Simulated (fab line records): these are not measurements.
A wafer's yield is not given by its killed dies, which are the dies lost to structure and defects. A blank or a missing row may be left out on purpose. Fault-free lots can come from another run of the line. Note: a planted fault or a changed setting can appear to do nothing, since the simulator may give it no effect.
Matching of chambers / flow sfqLine / SFQ_TRILAYER_I3_CMP_CMP_082 on cmp-01 has 4 sister chambers
The step polishes SiO2. 4 wafers are shown with their chamber, then 10 later ones without.

WAFERS PAIRED WITH THEIR CHAMBERS
wafer=L204.1; chamber=2; timeToEndpointS (s)=207
wafer=L204.4; chamber=0; timeToEndpointS (s)=230
wafer=L205.1; chamber=3; timeToEndpointS (s)=230
wafer=L205.2; chamber=1; timeToEndpointS (s)=229

WAFERS WITHOUT THEIR CHAMBER
wafer=L205.4; timeToEndpointS (s)=239
wafer=L206.1; timeToEndpointS (s)=215
wafer=L206.3; timeToEndpointS (s)=239
wafer=L206.4; timeToEndpointS (s)=232
wafer=L210.1; timeToEndpointS (s)=218
wafer=L210.2; timeToEndpointS (s)=239
wafer=L210.5; timeToEndpointS (s)=231
wafer=L217.1; timeToEndpointS (s)=220
wafer=L217.3; timeToEndpointS (s)=195
wafer=L217.5; timeToEndpointS (s)=216

WHICH CHAMBER EACH WENT THROUGH
wafer=L205.4; from the rows above=can't be placed: 0 or 3 or 1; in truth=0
wafer=L206.1; from the rows above=can't be placed: 2 or 1 or 0 or 3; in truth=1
wafer=L206.3; from the rows above=can't be placed: 0 or 3 or 1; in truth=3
wafer=L206.4; from the rows above=can't be placed: 0 or 3 or 1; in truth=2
wafer=L210.1; from the rows above=can't be placed: 1 or 2 or 0 or 3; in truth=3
wafer=L210.2; from the rows above=can't be placed: 0 or 3 or 1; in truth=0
wafer=L210.5; from the rows above=can't be placed: 0 or 3 or 1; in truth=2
wafer=L217.1; from the rows above=can't be placed: 1 or 0 or 3 or 2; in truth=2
wafer=L217.3; from the rows above=2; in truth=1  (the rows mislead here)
wafer=L217.5; from the rows above=can't be placed: 2 or 1 or 0 or 3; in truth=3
Correctly placed: 0 of 10. Cannot be placed on the basis of these rows: 9; the candidates contain the true chamber in 7. Wrongly placed: 1.
How it was worked out, from the rows above alone: a wafer's distance from a chamber is the root of the sum, over the readings, of the square of ((its reading less the chamber's mean) divided by the reading's scatter). The wafer belongs to the nearest chamber; if the next one is less than 2 further off, it can't be placed. Each chamber's mean is taken over the wafers shown for it. The scatter (one wafer shown for each chamber): square how far every hidden wafer sits from the nearest shown wafer, average those squares and take the square root.
